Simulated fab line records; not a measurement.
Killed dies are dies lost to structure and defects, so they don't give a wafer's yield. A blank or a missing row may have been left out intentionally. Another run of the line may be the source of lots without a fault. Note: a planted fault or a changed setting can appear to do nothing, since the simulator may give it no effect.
fab line records	flow sky130
record lots=12	wafers=36	last_day=50
route steps=708 shown VT_ADJUST_LVTN@106 VT_ADJUST_NCORE@123 VT_ADJUST_HVTR@142
lots that met no fault: taken from a fault-free run of the same line
start_h: hours from the record's opening day to when the first of the lot's shown wafers began	wait_h: hours from the lot's prior step to this one	" repeats the value in the row above	L1.1+2: several wafers, shown together as one row	- no value, or no start was given	* or withheld: withheld	< > ~ a bound
route shown NAME@n: a module of which the file shows steps, and the number in the route of the first	usual: mean/standard deviation of fault-free wafers	same: alike in all rows	chamber/n: place in a boat	sites: per-site readings	_std_site: standard deviation of those values	_edge_site: inner sites' mean taken away from outer sites' mean	radius_mm: how far each site lies from the wafer's centre	mask NAME#n: copy n	behind: the tool/chamber that last shaped the wafer	hold: the reason the lot was held/the length of the hold in hours/how it ended	device: the transistor (n, p or np) that didn't switch	end of line: tests of these same wafers at the route's end	where a step has no rows: the recipe by itself	killed: dies that structure and defects cost at the first sort, which is not the same as the wafer's yield	map: the dies of a wafer, with x for killed, . for not killed, _ for no die there
set.NAME: the setting as run; set.NAME@STEP: as run at that earlier step	model.NAME: the simulator's own value behind a step, which no gauge read
a sample of lots followed through the steps of the route, with each step as a table and each wafer as a row
services: the hour from which a tool's chamber was out of use, counted from the record's first day as start_h (under 0 if before that day), plus the number of hours and why
## steps
# step SKY_VT_ADJUST_LVTN_STRIP_09
# recipe chemistry=O2/N2	power_w=1400	pressure_mtorr=1500	platen_temp_c=withheld	o2_flow_sccm=3000	n2_flow_sccm=300	overash_fraction=0.5
# usual drypump_motor_current_A=5.8/0.54	oes_product_au=0.723/0.0042	strip_time_to_endpoint_s=36.88/0.11
lot.wafer	tool	chamber	start_h	wait_h	drypump_motor_current_A	oes_product_au	rf_hours_counter_h	strip_time_to_endpoint_s
L606.1	plasma_asher-03	0	144.03	0.1	6.3	0.723	31	36.84
L606.3	"	0	"	"	6.3	0.729	-	36.79
L606.6	"	0	"	"	6.3	0.714	-	36.78
L607.2	plasma_asher-01	0	154.95	0.1	5.2	0.731	4	36.82
L607.3	"	0	"	"	5.2	0.719	-	36.86
L607.6	"	0	"	"	5.2	0.721	-	36.86
L609.2	plasma_asher-01	0	165.29	0.1	5.2	0.722	5	36.80
L609.3	"	1	"	"	5.7	0.722	-	36.74
L609.4	"	0	"	"	5.2	0.721	-	36.79
L611.2	plasma_asher-01	0	180.68	0.1	5.2	0.726	6	36.92
L611.3	"	1	"	"	5.7	0.721	-	36.92
L611.4	"	0	"	"	5.2	0.719	-	36.82
L612.1	plasma_asher-04	0	185.68	0.1	6.3	0.723	49	37.09
L612.2	"	1	"	"	5.2	0.725	49	37.08
L612.3	"	1	"	"	5.2	0.723	-	37.09
L613.2	plasma_asher-04	0	192.54	0.1	6.3	0.719	49	37.03
L613.4	"	1	"	"	5.2	0.723	-	36.89
L613.6	"	0	"	"	6.3	0.721	-	36.92
L614.1	plasma_asher-04	1	197.93	0.1	5.2	0.726	50	37.00
L614.2	"	0	"	"	6.3	0.720	50	36.95
L614.5	"	1	"	"	5.2	0.718	-	36.95
L615.1	plasma_asher-01	1	204.05	0.1	5.7	0.727	8	37.04
L615.4	"	0	"	"	5.2	0.729	-	36.97
L615.5	"	0	"	"	5.1	0.714	-	37.05
L621.2	plasma_asher-01	0	241.78	0.1	5.2	0.714	12	36.67
L621.3	"	1	"	"	5.6	0.722	-	36.88
L621.6	"	1	"	"	5.6	0.721	-	36.86
L625.3	plasma_asher-03	0	263.88	0.1	6.2	0.721	-	36.57
L625.4	"	1	"	"	6.5	0.721	-	36.70
L625.5	"	0	"	"	6.3	0.710	-	36.67
L628.1	plasma_asher-04	1	285.64	0.1	5.2	0.721	58	36.73
L628.3	"	1	"	"	5.2	0.724	-	36.90
L628.5	"	0	"	"	6.3	0.724	-	36.75
L629.2	plasma_asher-01	1	288.70	0.1	5.7	0.725	17	36.96
L629.3	"	1	"	"	5.7	0.720	-	37.08
L629.4	"	0	"	"	5.2	0.726	-	37.05
# step SKY_VT_ADJUST_LVTN_TW_MEAS_10
# usual VT_ADJUST_LVTN_TW=242.2/1.8
lot.wafer	tool	chamber	start_h	wait_h	VT_ADJUST_LVTN_TW
L606.1	film_metro-04	-	144.13	0.1	243.4
L606.3	"	-	"	"	242.7
L606.6	"	-	"	"	243.2
L607.2	film_metro-01	-	155.06	0.1	242.6
L607.3	"	-	"	"	244.7
L607.6	"	-	"	"	244.2
L609.2	film_metro-04	-	165.40	0.1	243.0
L609.3	"	-	"	"	243.2
L609.4	"	-	"	"	244.0
L611.2	film_metro-03	-	180.79	0.1	240.1
L611.3	"	-	"	"	239.4
L611.4	"	-	"	"	239.2
L612.1	film_metro-03	-	185.78	0.1	238.1
L612.2	"	-	"	"	238.4
L612.3	"	-	"	"	238.7
L613.2	film_metro-04	-	192.65	0.1	242.9
L613.4	"	-	"	"	245.0
L613.6	"	-	"	"	245.1
L614.1	film_metro-01	-	198.03	0.1	242.4
L614.2	"	-	"	"	243.1
L614.5	"	-	"	"	241.5
L615.1	film_metro-03	-	204.15	0.1	239.9
L615.4	"	-	"	"	240.0
L615.5	"	-	"	"	239.6
L621.2	film_metro-01	-	241.89	0.1	240.3
L621.3	"	-	"	"	240.9
L621.6	"	-	"	"	241.5
L625.3	film_metro-03	-	263.97	0.1	238.6
L625.4	"	-	"	"	238.8
L625.5	"	-	"	"	238.8
L628.1	film_metro-04	-	285.74	0.1	243.2
L628.3	"	-	"	"	241.9
L628.5	"	-	"	"	242.6
L629.2	film_metro-04	-	288.81	0.1	243.3
L629.3	"	-	"	"	244.3
L629.4	"	-	"	"	243.4
# step SKY_VT_ADJUST_NCORE_EXPOSE_04
# recipe mask_id=LVTN_COMPLEMENT_THIN	na=0.6	source_shape=conventional	sigma_outer=0.6	polarization=unpolarized	target_cd_nm=380	dose_mj=139
# usual focus_offset_nm=0.0/0.51
# same sigma_outer=0.6
lot.wafer	tool	chamber	start_h	wait_h	mask	focus_offset_nm
L606.1	iline_stepper-01	0	174.80	-	LVTN_COMPLEMENT_THIN#0	0.5
L606.3	"	0	"	"	LVTN_COMPLEMENT_THIN#0	0.7
L606.6	"	0	"	"	LVTN_COMPLEMENT_THIN#0	-0.1
L607.2	iline_stepper-02	0	185.82	-	LVTN_COMPLEMENT_THIN#0	-0.2
L607.3	"	0	"	"	LVTN_COMPLEMENT_THIN#0	-0.6
L607.6	"	0	"	"	LVTN_COMPLEMENT_THIN#0	-1.0
L609.2	iline_stepper-01	0	197.19	-	LVTN_COMPLEMENT_THIN#0	0.5
L609.3	"	0	"	"	LVTN_COMPLEMENT_THIN#0	-0.1
L609.4	"	0	"	"	LVTN_COMPLEMENT_THIN#0	-0.2
L611.2	iline_stepper-02	0	212.34	-	LVTN_COMPLEMENT_THIN#0	0.1
L611.3	"	0	"	"	LVTN_COMPLEMENT_THIN#0	0.0
L611.4	"	0	"	"	LVTN_COMPLEMENT_THIN#0	0.8
L612.1	iline_stepper-01	0	219.27	-	LVTN_COMPLEMENT_THIN#0	0.1
L612.2	"	0	"	"	LVTN_COMPLEMENT_THIN#0	-0.4
L612.3	"	0	"	"	LVTN_COMPLEMENT_THIN#0	-0.7
L613.2	iline_stepper-02	0	224.94	-	LVTN_COMPLEMENT_THIN#0	-0.1
L613.4	"	0	"	"	LVTN_COMPLEMENT_THIN#0	0.2
L613.6	"	0	"	"	LVTN_COMPLEMENT_THIN#0	0.3
L614.1	iline_stepper-02	0	231.82	-	LVTN_COMPLEMENT_THIN#0	0.8
L614.2	"	0	"	"	LVTN_COMPLEMENT_THIN#0	-0.4
L614.5	"	0	"	"	LVTN_COMPLEMENT_THIN#0	-0.5
L615.1	iline_stepper-02	0	238.34	-	LVTN_COMPLEMENT_THIN#0	0.9
L615.4	"	0	"	"	LVTN_COMPLEMENT_THIN#0	0.2
L615.5	"	0	"	"	LVTN_COMPLEMENT_THIN#0	0.6
L621.2	iline_stepper-01	0	276.24	-	LVTN_COMPLEMENT_THIN#0	0.6
L621.3	"	0	"	"	LVTN_COMPLEMENT_THIN#0	-0.5
L621.6	"	0	"	"	LVTN_COMPLEMENT_THIN#0	0.2
L625.3	iline_stepper-01	0	299.84	-	LVTN_COMPLEMENT_THIN#0	-0.5
L625.4	"	0	"	"	LVTN_COMPLEMENT_THIN#0	0.5
L625.5	"	0	"	"	LVTN_COMPLEMENT_THIN#0	0.4
L628.1	iline_stepper-01	0	323.94	-	LVTN_COMPLEMENT_THIN#0	-0.1
L628.3	"	0	"	"	LVTN_COMPLEMENT_THIN#0	-0.6
L628.5	"	0	"	"	LVTN_COMPLEMENT_THIN#0	0.0
L629.2	iline_stepper-01	0	328.24	-	LVTN_COMPLEMENT_THIN#0	0.1
L629.3	"	0	"	"	LVTN_COMPLEMENT_THIN#0	-0.5
L629.4	"	0	"	"	LVTN_COMPLEMENT_THIN#0	1.2
# step SKY_VT_ADJUST_NCORE_CD_MEAS_07
# recipe target_cd_nm=380
# usual cd_nm=379.6/2.7
lot.wafer	tool	chamber	start_h	wait_h	cd_nm
L606.1	cd_sem-02	-	184.96	0.1	382.0
L606.3	"	-	"	"	379.8
L606.6	"	-	"	"	382.4
L607.2	cd_sem-01	-	195.90	0.1	378.5
L607.3	"	-	"	"	379.4
L607.6	"	-	"	"	378.8
L609.2	cd_sem-01	-	207.26	0.1	381.9
L609.3	"	-	"	"	380.6
L609.4	"	-	"	"	382.4
L611.2	cd_sem-02	-	224.10	0.1	378.0
L611.3	"	-	"	"	380.7
L611.4	"	-	"	"	380.2
L612.1	cd_sem-01	-	230.61	0.2	375.6
L612.2	"	-	"	"	376.5
L612.3	"	-	"	"	375.7
L613.2	cd_sem-02	-	235.56	0.1	378.0
L613.4	"	-	"	"	375.9
L613.6	"	-	"	"	379.1
L614.1	cd_sem-01	-	242.47	0.1	362.6
L614.2	"	-	"	"	381.5
L614.5	"	-	"	"	379.1
L615.1	cd_sem-01	-	249.34	0.1	364.9
L615.4	"	-	"	"	381.7
L615.5	"	-	"	"	380.7
L621.2	cd_sem-01	-	287.10	0.1	377.5
L621.3	"	-	"	"	376.3
L621.6	"	-	"	"	377.7
L625.3	cd_sem-02	-	311.98	0.1	381.0
L625.4	"	-	"	"	379.3
L625.5	"	-	"	"	382.0
L628.1	cd_sem-01	-	336.31	0.1	377.7
L628.3	"	-	"	"	377.0
L628.5	"	-	"	"	376.9
L629.2	cd_sem-01	-	340.58	0.1	380.2
L629.3	"	-	"	"	375.7
L629.4	"	-	"	"	377.0
# step SKY_VT_ADJUST_HVTR_TW_MEAS_11
# usual VT_ADJUST_HVTR_TW=210.5/1.3
lot.wafer	tool	chamber	start_h	wait_h	VT_ADJUST_HVTR_TW
L606.1	film_metro-02	-	206.73	0.1	212.7
L606.3	"	-	"	"	212.1
L606.6	"	-	"	"	211.8
L607.2	film_metro-01	-	219.14	0.1	212.0
L607.3	"	-	"	"	211.1
L607.6	"	-	"	"	211.5
L609.2	film_metro-01	-	230.91	0.1	213.5
L609.3	"	-	"	"	212.4
L609.4	"	-	"	"	213.5
L611.2	film_metro-03	-	246.71	0.1	208.3
L611.3	"	-	"	"	208.4
L611.4	"	-	"	"	209.8
L612.1	film_metro-01	-	253.43	0.1	210.8
L612.2	"	-	"	"	212.3
L612.3	"	-	"	"	210.6
L613.2	film_metro-02	-	258.16	0.1	211.7
L613.4	"	-	"	"	210.1
L613.6	"	-	"	"	211.7
L614.1	film_metro-02	-	265.20	0.1	209.9
L614.2	"	-	"	"	211.1
L614.5	"	-	"	"	210.8
L615.1	film_metro-01	-	272.58	0.1	211.6
L615.4	"	-	"	"	209.6
L615.5	"	-	"	"	210.2
L621.2	film_metro-01	-	312.89	0.1	212.7
L621.3	"	-	"	"	211.1
L621.6	"	-	"	"	210.9
L625.3	film_metro-03	-	338.67	0.1	210.4
L625.4	"	-	"	"	210.6
L625.5	"	-	"	"	209.7
L628.1	film_metro-03	-	365.18	0.1	209.1
L628.3	"	-	"	"	208.8
L628.5	"	-	"	"	207.8
L629.2	film_metro-03	-	368.96	0.1	209.2
L629.3	"	-	"	"	208.4
L629.4	"	-	"	"	208.9
## services
tool	chamber	start_h	hours	kind
plasma_asher-04	-	120.87	2.1	repair
iline_stepper-01	-	143.99	1.7	pm
iline_stepper-01	0	173.86	-	calibration
iline_stepper-02	-	197.38	1.7	pm
iline_stepper-01	-	208.76	3.0	repair
plasma_asher-04	-	240.41	1.6	repair
iline_stepper-02	-	274.83	2.1	pm
iline_stepper-02	-	276.91	-	consumable_replace:lamp
iline_stepper-02	-	305.39	2.1	repair
iline_stepper-02	0	309.17	-	calibration
## key
first_sign step=SKY_VT_ADJUST_NCORE_CD_MEAS_07	reading=cd_nm	direction=down	sigmas=5.9	usual=379.6	struck=363.7
effect none on later readings
met_at SKY_VT_ADJUST_NCORE_EXPOSE_04
struck_lots L614,L615
struck_wafers L614.1,L615.1
tester_left_out L614,L615
not_acting_at SKY_VT_ADJUST_LVTN_STRIP_09,SKY_VT_ADJUST_LVTN_TW_MEAS_10,SKY_VT_ADJUST_HVTR_TW_MEAS_11
onset_between 224.94 231.82
fault kind=process_parameter_drift	tool=iline_stepper-02	chamber=-	onset_h=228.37	steps=SKY_VT_ADJUST_NCORE_EXPOSE_04	channel=focus_nm	offset=816.08	shape=step	end_h=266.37	scope=struck_wafers_only
# tester_left_out: of these lots the tester's yield and bins aren't shown, on N5 and GAA mostly nor the transistor test; their killed dies are dies lost to structure and defects alone, not to doping, threshold or leakage, so they don't give the yield
